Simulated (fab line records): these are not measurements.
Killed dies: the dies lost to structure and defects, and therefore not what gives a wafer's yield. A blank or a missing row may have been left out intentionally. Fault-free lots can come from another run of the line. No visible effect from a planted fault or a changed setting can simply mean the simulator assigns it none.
2 desks looking at one fault / flow gf180mcu / each desk has only its own numbers; what lay behind them comes last

## AT THE TOOL OWNER'S DESK: pecvd-04
The tool's own readings at GF_V2_CVD_02 (deposits SiO2 from TEOS, target thk 850 nm, time 94.851 s): means of the sampled wafers that have a number, for each lot that ran on this tool. If a lot's mean is further than 4 standard deviations from the usual mean, the lot is out of limits and carries the mark OUT (the distance appears in the brackets).
Columns: A = heater-power-w at GF_V2_CVD_02, usual 679 W
lot=L191; first seen here=day 20 14:23; A=666
lot=L196; first seen here=day 23 02:22; A=650
lot=L197; first seen here=day 23 11:48; A=661
lot=L206; first seen here=day 25 20:20; A=644
lot=L208; first seen here=day 26 02:52; A=604
lot=L209; first seen here=day 26 16:34; A=649
lot=L211; first seen here=day 27 13:23; A=623
Finding of this desk: none of the 7 lots has anything out of limits.

## METROLOGY DESK
What the gauges read for every lot (on any tool): the sampled wafers with a number, averaged. If a lot's mean is further than 4 standard deviations from the usual mean, the lot is out of limits and carries the mark OUT (the distance appears in the brackets).
Columns: A = V2_CVD_02_THK at GF_V2_THK_MEAS_03, usual 849 nm; B = cd-nm at GF_V2_CD_MEAS_14, usual 260.1 nm
lot=L188; first seen here=day 18 21:07; A=852; B=260.6
lot=L191; first seen here=day 20 14:28; A=846; B=262.9
lot=L196; first seen here=day 23 02:26; A=995 (+13) OUT; B=259.7
lot=L197; first seen here=day 23 11:52; A=1128 (+25) OUT; B=257.3
lot=L201; first seen here=day 24 10:26; A=863; B=259.5
lot=L206; first seen here=day 25 20:24; A=835; B=259.5
lot=L207; first seen here=day 26 00:53; A=846; B=259.7
lot=L208; first seen here=day 26 02:56; A=852; B=259.7
lot=L209; first seen here=day 26 16:40; A=839; B=259.2
lot=L210; first seen here=day 26 21:04; A=863; B=260.3
lot=L211; first seen here=day 27 13:28; A=845; B=260.4
Per this desk, out of limits: L196, L197; the first was L196, day 23 02:26 (V2_CVD_02_THK at GF_V2_THK_MEAS_03). L188, L191, L201, L206, L207, L208, L209, L210, L211 stayed within limits.

## TAKEN TOGETHER
An alarm was possible from the metrology desk at day 23 02:26, on L196, L197.
The desk of the tool owner found nothing out of limits.
On record at the tool owner's desk: L196, L197, within its limits.
On pecvd-04, each named lot ran GF_V2_CVD_02.

## WHAT THE SIMULATOR PUT IN
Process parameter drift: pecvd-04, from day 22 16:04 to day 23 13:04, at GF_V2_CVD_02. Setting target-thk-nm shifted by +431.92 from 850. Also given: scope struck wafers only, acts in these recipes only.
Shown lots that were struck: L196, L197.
Per desk, hours elapsed from the start of the fault to the first reading out of limits: for the metrology desk, 10.
